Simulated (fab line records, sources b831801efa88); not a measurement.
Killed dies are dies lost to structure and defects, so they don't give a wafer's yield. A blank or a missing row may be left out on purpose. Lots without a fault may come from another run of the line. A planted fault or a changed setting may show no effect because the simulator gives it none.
A struck lot beside a sound one | flow sky130 | 22 steps out of a route of 708
Sound: wafers L885.1, L885.4, L885.6. Struck: wafers L892.1, L892.3, L892.4. The cause comes at the end.
At each step with rows: each side's tool, then ch and its chambers, then its first start. Under that, the readings that differ: sound wafers | struck wafers | difference of the means | sigmas: that difference in standard deviations of wafers without a fault.
alike: readings whose means differ by less than 2 such deviations, and words and numbers that are the same on both sides. not compared: withheld readings, readings that some wafer has no value for, bounds like >300 that may hide the same value, and numbers for which the record gives no deviation and whose values overlap.
The two part at a step that has a row with sigmas, a row that says differs or no value, or rows on one side only. Numbers that don't overlap but have no deviation are shown without sigmas and don't part them. A reading that every wafer of one side lacks parts them only if that side has two wafers or more.

first, 4 steps without rows for these wafers: SKY_RES_PROTECT_EXPOSE_04 (exposes mask RPM, target cd 1270 nm); SKY_RES_PROTECT_PEB_05; SKY_RES_PROTECT_DEVELOP_06 (develop time 60 s); SKY_POLY_GATE_IMPLANT_02.
SKY_RES_PROTECT_STRIP_07: strips in O2/N2.
  sound on plasma_asher-01 ch 0,1, day 19 14:37; struck on plasma_asher-04 ch 0,1, day 22 00:01
  alike: chamber_pressure_mTorr, drypump_motor_current_A, oes_product_au, strip_time_to_endpoint_s
  not compared: rf_hours_counter_h
SKY_RES_PROTECT_TW_MEAS_08:
  sound on film_metro-01, day 19 14:43; struck on film_metro-02, day 22 00:07
  alike: POLY_GATE_TW
then, 2 steps without rows for these wafers: SKY_RES_PROTECT_CLEAN_09 (cleans in SC1/SC2, time 150 s); SKY_POLY_GATE_CVD_03 (deposits Si3N4 from DCS/NH3, target thk 75 nm, time 1290 s).
SKY_POLY_GATE_THK_MEAS_04:
  sound on film_metro-03, day 19 16:11; struck on film_metro-03, day 22 01:35
  alike: POLY_GATE_CVD_03_THK
then, 3 steps without rows for these wafers: SKY_POLY_GATE_DEHYDRATE_05 (time 60 s); SKY_POLY_GATE_HMDS_06 (prime time 60 s); SKY_POLY_GATE_COAT_07 (resist thk 108.9 nm).
SKY_POLY_GATE_COAT_08: resist thk 450 nm.
  sound on litho_track-01 ch 0, day 20 06:00; struck on litho_track-03 ch 0, day 22 16:00
  reading                                          | sound                | struck               | difference | sigmas
  spin_speed_rpm (rpm)                             | 3002.2 2999.0 3003.0 | 2946.4 2946.5 2944.7 | -55.5      | -31
  model.KrF-thick_of_POLY_GATE_COAT_08.thk_nm (nm) | 450 450.2 450.3      | 454.1 453.4 454.6    | +3.9       |
  alike: exhaust_pa
then, 4 steps without rows for these wafers: SKY_POLY_GATE_SOFTBAKE_09 (time 90 s); SKY_POLY_GATE_EXPOSE_10 (exposes mask P1M, target cd 150 nm); SKY_POLY_GATE_PEB_11; SKY_POLY_GATE_DEVELOP_12 (develop time 60 s).
SKY_POLY_GATE_CD_MEAS_13: target cd 150 nm.
  sound on cd_sem-02, day 20 22:19; struck on cd_sem-02, day 23 07:22
  alike: cd_nm
SKY_POLY_GATE_OVL_MEAS_14:
  sound on overlay-02, day 20 22:26; struck on overlay-01, day 23 07:29
  alike: POLY_GATE_OVL
SKY_POLY_GATE_ETCH_15: etches BARC in N2/H2, stops on SiO2, time 118.5 s, target depth 110 nm.
  sound on rie_diel-03 ch 1,2,3, day 20 22:28; struck on rie_diel-01 ch 1,2,3, day 23 07:31
  reading                                          | sound             | struck            | difference | sigmas
  oes_product_au (a.u.)                            | 0.717 0.721 0.714 | 0.707 0.712 0.698 | -0.012     | -3
  model.KrF-thick_of_POLY_GATE_COAT_08.thk_nm (nm) | 346.2 346 343.7   | 347.9 346.6 348   | +2.2       |
  alike: chamber_pressure_mTorr, drypump_motor_current_A, throttle_valve_pct
  not compared: rf_hours_counter_h
SKY_POLY_GATE_ETCH_16: etches Si3N4 in CH3F/O2, stops on poly-Si, time 152.6 s, target depth 75 nm.
  sound on rie_diel-03 ch 1,2,3, day 20 22:33; struck on rie_diel-01 ch 1,2,3, day 23 07:36
  alike: chamber_pressure_mTorr, drypump_motor_current_A, oes_product_au, throttle_valve_pct
  not compared: rf_hours_counter_h
then, 1 step without rows for these wafers: SKY_PAD_OPEN_PROBE_99.

WHERE THEY PART
First at SKY_POLY_GATE_COAT_08; last, within this record, at SKY_POLY_GATE_ETCH_15. Later steps at which nothing parts them and some readings are alike: SKY_POLY_GATE_ETCH_16.

WHY: what the simulator had put in
Process parameter drift: litho_track-03, from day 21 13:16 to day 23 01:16, at SKY_POLY_GATE_COAT_08. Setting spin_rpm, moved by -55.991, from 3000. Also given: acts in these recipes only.
